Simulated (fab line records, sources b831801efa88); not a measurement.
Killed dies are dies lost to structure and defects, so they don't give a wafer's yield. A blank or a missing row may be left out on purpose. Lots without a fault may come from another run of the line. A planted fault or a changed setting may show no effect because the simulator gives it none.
Which tool did it? | flow gf180mcu | 24 lots, 72 wafers sampled, at 6 steps of a route of 602

WHAT THE GAUGES READ, wafer by wafer
GF_PSD_RS_MEAS_14: measures by four-point-probe. Usual: NSD_RS 46.16 ohm/sq, standard deviation 0.087.
lot  | measured     | on            | NSD_RS (ohm/sq)   | flag
L074 | day 14 07:42 | film_metro-03 | 46.02 46.06 46.08 |
L075 | day 14 12:10 | film_metro-03 | 46.18 46.06 46.04 |
L076 | day 14 19:52 | film_metro-01 | 46.11 46.05 46.14 |
L077 | day 15 04:46 | film_metro-04 | 46.28 46.13 46.21 |
L078 | day 15 11:58 | film_metro-01 | 46.17 46.14 46.13 |
L079 | day 15 21:40 | film_metro-03 | 46.11 46.10 46.08 |
L080 | day 16 05:18 | film_metro-03 | 46.14 46.20 46.11 |
L081 | day 16 16:56 | film_metro-01 | 46.02 46.02 46.10 |
L082 | day 17 01:49 | film_metro-03 | 46.12 46.11 46.13 |
L083 | day 17 10:06 | film_metro-03 | 46.06 46.16 46.20 |
L084 | day 17 20:39 | film_metro-04 | 46.32 46.19 46.37 |
L085 | day 18 00:34 | film_metro-01 | 46.18 46.24 46.34 |
L086 | day 18 14:42 | film_metro-03 | 46.22 45.99 46.03 |
L087 | day 18 15:06 | film_metro-04 | 46.19 46.26 46.18 |
L088 | day 19 20:39 | film_metro-04 | 46.12 46.28 46.20 |
L090 | day 20 07:52 | film_metro-01 | 46.10 46.15 46.17 |
L089 | day 20 09:23 | film_metro-01 | 46.10 46.16 46.09 |
L091 | day 20 10:20 | film_metro-04 | 46.14 46.22 46.08 |
L092 | day 20 13:35 | film_metro-01 | 46.01 46.01 46.19 |
L093 | day 20 17:19 | film_metro-03 | 46.15 46.11 46.13 |
L094 | day 21 16:28 | film_metro-04 | 46.14 46.20 46.16 |
L095 | day 21 22:52 | film_metro-04 | 46.13 46.09 46.09 |
L096 | day 22 10:41 | film_metro-03 | 46.22 46.31 46.15 |
L097 | day 22 18:55 | film_metro-03 | 46.17 46.18 46.14 |

GF_M2_OVL_MEAS_15. Usual: M2_OVL 0 nm, standard deviation 5.5.
lot  | measured     | on         | M2_OVL (nm) | flag
L074 | day 19 09:50 | overlay-01 | 7 -3 8      |
L075 | day 19 12:49 | overlay-02 | -3 -2 -3    |
L076 | day 19 23:28 | overlay-02 | 3 -6 6      |
L077 | day 20 07:17 | overlay-01 | -1 -8 -1    |
L078 | day 20 15:22 | overlay-01 | -3 3 0      |
L079 | day 21 01:43 | overlay-01 | 2 -3 -1     |
L080 | day 21 11:38 | overlay-02 | 1 -4 -1     |
L081 | day 22 01:06 | overlay-01 | 5 1 -6      |
L082 | day 22 08:20 | overlay-01 | 2 -5 2      |
L083 | day 22 17:37 | overlay-02 | 7 -9 2      |
L084 | day 23 02:34 | overlay-02 | 0 -9 -2     |
L085 | day 23 06:41 | overlay-02 | 3 0 -5      |
L086 | day 23 20:22 | overlay-02 | 1 -5 -3     |
L087 | day 23 21:44 | overlay-02 | 5 -3 -3     |
L088 | day 25 00:28 | overlay-01 | 10 7 7      |
L090 | day 25 08:49 | overlay-02 | -2 -1 0     |
L089 | day 25 10:14 | overlay-01 | -6 8 -3     |
L091 | day 25 12:40 | overlay-01 | 4 7 4       |
L092 | day 25 15:16 | overlay-02 | 3 1 0       |
L093 | day 25 21:56 | overlay-01 | 4 -5 6      |
L094 | day 26 14:31 | overlay-02 | 7 -2 -4     |
L095 | day 26 21:25 | overlay-01 | -8 -2 -1    |
L096 | day 27 05:43 | overlay-01 | -1 -6 8     |
L097 | day 27 13:34 | overlay-02 | -5 -9 1     |

GF_V2_BOW_MEAS_05. Usual: V2_BOW 100 um, standard deviation 8.3.
lot  | measured     | on            | V2_BOW (um) | flag
L074 | day 19 11:12 | film_metro-02 | 91 97 93    |
L075 | day 19 14:14 | film_metro-01 | 112 105 107 |
L076 | day 20 00:44 | film_metro-04 | 90 84 102   |
L077 | day 20 08:33 | film_metro-01 | 91 102 96   |
L078 | day 20 16:38 | film_metro-01 | 109 93 94   |
L079 | day 21 03:00 | film_metro-04 | 92 95 89    |
L080 | day 21 12:53 | film_metro-01 | 104 86 93   |
L081 | day 22 02:24 | film_metro-04 | 97 94 93    |
L082 | day 22 09:38 | film_metro-04 | 96 101 87   |
L083 | day 22 18:53 | film_metro-04 | 118 110 109 |
L084 | day 23 03:50 | film_metro-04 | 113 107 111 |
L085 | day 23 07:58 | film_metro-01 | 97 100 93   |
L086 | day 23 21:40 | film_metro-02 | 105 110 110 |
L087 | day 23 23:04 | film_metro-02 | 94 96 99    |
L088 | day 25 01:51 | film_metro-04 | 103 90 103  |
L090 | day 25 10:05 | film_metro-02 | 99 100 87   |
L089 | day 25 11:37 | film_metro-04 | 109 112 112 |
L091 | day 25 13:57 | film_metro-02 | 85 86 93    |
L092 | day 25 16:33 | film_metro-01 | 109 115 98  |
L093 | day 25 23:12 | film_metro-02 | 92 88 96    |
L094 | day 26 16:07 | film_metro-02 | 112 109 112 |
L095 | day 26 22:43 | film_metro-01 | 108 99 108  |
L096 | day 27 07:00 | film_metro-01 | 100 107 101 |
L097 | day 27 15:07 | film_metro-01 | 101 89 105  |

GF_M4_RS_MEAS_05: measures by four-point-probe. Usual: M4_ALCU_RS 0.0713 ohm/sq, standard deviation 0.00062.
lot  | measured     | on            | M4_ALCU_RS (ohm/sq)  | flag
L074 | day 22 16:34 | film_metro-03 | 0.0715 0.0723 0.0714 |
L075 | day 22 19:44 | film_metro-03 | 0.0697 0.0706 0.0702 |
L076 | day 23 05:29 | film_metro-03 | 0.0701 0.0707 0.0706 |
L077 | day 23 12:31 | film_metro-04 | 0.0712 0.0716 0.0725 |
L078 | day 23 20:20 | film_metro-03 | 0.0712 0.0709 0.0707 |
L079 | day 24 05:56 | film_metro-03 | 0.0714 0.0711 0.0716 |
L080 | day 24 16:02 | film_metro-03 | 0.0717 0.0710 0.0715 |
L081 | day 25 03:20 | film_metro-02 | 0.0709 0.0719 0.0715 |
L082 | day 25 09:20 | film_metro-04 | 0.0715 0.0708 0.0720 |
L083 | day 25 18:53 | film_metro-02 | 0.0711 0.0719 0.0708 |
L084 | day 26 03:56 | film_metro-04 | 0.0713 0.0714 0.0721 |
L085 | day 26 06:28 | film_metro-02 | 0.0722 0.0720 0.0719 |
L086 | day 26 21:44 | film_metro-04 | 0.0714 0.0713 0.0718 |
L087 | day 26 23:11 | film_metro-03 | 0.0718 0.0709 0.0719 |
L088 | day 27 21:50 | film_metro-03 | 0.0710 0.0707 0.0706 |
L090 | day 28 05:16 | film_metro-03 | 0.0716 0.0725 0.0721 |
L089 | day 28 06:32 | film_metro-04 | 0.0706 0.0704 0.0706 |
L091 | day 28 07:33 | film_metro-02 | 0.0711 0.0711 0.0707 |
L092 | day 28 10:08 | film_metro-03 | 0.0706 0.0708 0.0708 |
L093 | day 28 16:13 | film_metro-03 | 0.0715 0.0714 0.0712 |
L094 | day 29 07:50 | film_metro-03 | 0.0717 0.0709 0.0718 |
L095 | day 29 14:37 | film_metro-02 | 0.0715 0.0718 0.0721 |
L096 | day 29 21:39 | film_metro-03 | 0.0711 0.0713 0.0712 |
L097 | day 30 05:44 | film_metro-02 | 0.0708 0.0707 0.0708 |

GF_V5_RS_MEAS_24: measures by four-point-probe. Usual: V5_W_RS 0.329 ohm/sq, standard deviation 0.0047.
lot  | measured     | on            | V5_W_RS (ohm/sq)  | flag
L074 | day 27 11:29 | film_metro-01 | 0.332 0.329 0.333 |
L075 | day 27 14:14 | film_metro-01 | 0.335 0.335 0.331 |
L076 | day 27 21:42 | film_metro-02 | 0.330 0.330 0.329 |
L077 | day 28 02:59 | film_metro-02 | 0.325 0.330 0.326 |
L078 | day 28 12:44 | film_metro-02 | 0.323 0.318 0.319 |
L079 | day 28 20:05 | film_metro-02 | 0.327 0.327 0.329 |
L080 | day 29 04:18 | film_metro-01 | 0.337 0.319 0.318 |
L081 | day 29 14:16 | film_metro-03 | 0.333 0.333 0.330 |
L082 | day 29 18:49 | film_metro-01 | 0.330 0.328 0.330 |
L083 | day 30 02:33 | film_metro-02 | 0.322 0.329 0.324 |
L084 | day 30 11:34 | film_metro-03 | 0.327 0.333 0.321 |
L085 | day 30 14:05 | film_metro-01 | 0.332 0.331 0.336 |
L086 | day 31 03:30 | film_metro-02 | 0.327 0.327 0.329 |
L087 | day 31 04:34 | film_metro-02 | 0.337 0.334 0.333 |
L088 | day 32 00:31 | film_metro-02 | 0.319 0.317 0.320 |
L090 | day 32 05:55 | film_metro-02 | 0.338 0.334 0.333 |
L089 | day 32 08:42 | film_metro-01 | 0.326 0.330 0.330 |
L091 | day 32 09:04 | film_metro-03 | 0.321 0.330 0.321 |
L092 | day 32 10:13 | film_metro-02 | 0.338 0.327 0.334 |
L093 | day 32 15:13 | film_metro-03 | 0.334 0.337 0.331 |
L094 | day 33 05:46 | film_metro-02 | 0.325 0.327 0.326 |
L095 | day 33 10:51 | film_metro-01 | 0.329 0.325 0.328 |
L096 | day 33 17:13 | film_metro-02 | 0.334 0.333 0.335 |
L097 | day 34 00:27 | film_metro-01 | 0.336 0.336 0.336 |

WHICH TOOL RAN EACH LOT (tool, then ch and the chambers of the sampled wafers, then the start)
lot  | GF_V3_ETCH_16
L074 | rie_diel-03 ch 0,1,2, day 22 14:55
L075 | rie_diel-04 ch 1,2,3, day 22 18:07
L076 | rie_diel-04 ch 0,1, day 23 03:55
L077 | rie_diel-01 ch 1,2,3, day 23 10:54
L078 | rie_diel-03 ch 0,1, day 23 18:30
L079 | rie_diel-03 ch 0,1, day 24 04:13
L080 | rie_diel-04 ch 0,1,3, day 24 14:28
L081 | rie_diel-04 ch 1,2,3, day 25 01:46
L082 | rie_diel-03 ch 0,1, day 25 07:37
L083 | rie_diel-04 ch 0,1,2, day 25 17:19
L084 | rie_diel-01 ch 1,2,3, day 26 02:22
L085 | rie_diel-04 ch 0,2, day 26 04:52
L086 | rie_diel-03 ch 0,1,2, day 26 20:04
L087 | rie_diel-04 ch 2,3, day 26 21:34
L088 | rie_diel-03 ch 0,1,3, day 27 20:16
L090 | rie_diel-01 ch 1,3, day 28 03:21
L089 | rie_diel-03 ch 0,3, day 28 04:55
L091 | rie_diel-04 ch 1,2,3, day 28 05:57
L092 | rie_diel-04 ch 1,2,3, day 28 08:30
L093 | rie_diel-03 ch 1,3, day 28 14:35
L094 | rie_diel-01 ch 0,3, day 29 06:12
L095 | rie_diel-04 ch 0,1,2, day 29 13:01
L096 | rie_diel-01 ch 0,2,3, day 29 20:04
L097 | rie_diel-04 ch 1,2, day 30 04:09
- GF_V3_ETCH_16: etches BARC in N2/H2.

WHAT THE TOOLS THEMSELVES READ (means of the sampled wafers that have a number; where no wafer has one, the mark that the record gives instead)
GF_V3_ETCH_16. Usual: drypump_motor_current_A 5.8 A, standard deviation 0.51; h2_flow_sccm 200.1 sccm, standard deviation 0.56; oes_product_au 0.855 a.u., standard deviation 0.0049; throttle_valve_pct 13.224 %, standard deviation 0.0092.
lot  | tool        | drypump_motor_current_A (A) | h2_flow_sccm (sccm) | oes_product_au (a.u.) | throttle_valve_pct (%) | flag
L074 | rie_diel-03 | 6.0                         | 200.1               | 0.858                 | 13.223                 |
L075 | rie_diel-04 | 6.2                         | 200.2               | 0.853                 | 13.225                 |
L076 | rie_diel-04 | 5.7                         | 199.7               | 0.856                 | 13.219                 |
L077 | rie_diel-01 | 6.2                         | 200.6               | 0.857                 | 13.222                 |
L078 | rie_diel-03 | 5.8                         | 200.3               | 0.856                 | 13.232                 |
L079 | rie_diel-03 | 5.8                         | 199.9               | 0.852                 | 13.222                 |
L080 | rie_diel-04 | 5.8                         | 200.2               | 0.856                 | 13.230                 |
L081 | rie_diel-04 | 6.2                         | 200.2               | 0.855                 | 13.221                 |
L082 | rie_diel-03 | 5.8                         | 200.1               | 0.855                 | 13.216                 |
L083 | rie_diel-04 | 5.7                         | 200.2               | 0.850                 | 13.229                 |
L084 | rie_diel-01 | 6.1                         | 199.9               | 0.856                 | 13.225                 |
L085 | rie_diel-04 | 5.8                         | 200.0               | 0.857                 | 13.230                 |
L086 | rie_diel-03 | 6.0                         | 200.5               | 0.854                 | 13.223                 |
L087 | rie_diel-04 | 6.3                         | 200.0               | 0.856                 | 13.227                 |
L088 | rie_diel-03 | 5.5                         | 200.3               | 0.852                 | 13.224                 |
L090 | rie_diel-01 | 6.2                         | 199.7               | 0.857                 | 13.224                 |
L089 | rie_diel-03 | 5.3                         | 200.7               | 0.860                 | 13.222                 |
L091 | rie_diel-04 | 6.2                         | 200.3               | 0.853                 | 13.216                 |
L092 | rie_diel-04 | 6.1                         | 199.8               | 0.857                 | 13.218                 |
L093 | rie_diel-03 | 5.3                         | 200.3               | 0.854                 | 13.226                 |
L094 | rie_diel-01 | 5.6                         | 199.8               | 0.856                 | 13.222                 |
L095 | rie_diel-04 | 5.7                         | 200.4               | 0.855                 | 13.233                 |
L096 | rie_diel-01 | 6.0                         | 199.6               | 0.856                 | 13.227                 |
L097 | rie_diel-04 | 6.1                         | 199.9               | 0.856                 | 13.219                 |

THE ANSWER, worked out from the rows above alone
Rule: a lot is off if the mean of its wafers that have a number lies more than 3 standard deviations from the usual mean. A lot without any number at a reading at which 4 lots or more have one is off too. The other lots that the step has rows for count as sound. The gauges are gone through in route order, then the tools' own readings, and for those a lot's mean is taken as printed above. The first step at which some lot is off is used, and at that step the reading that is off furthest; a lot without a number counts as furthest.
No lot is off at any reading shown: from this, nothing can be told.

WHAT THE SIMULATOR HAD PUT IN
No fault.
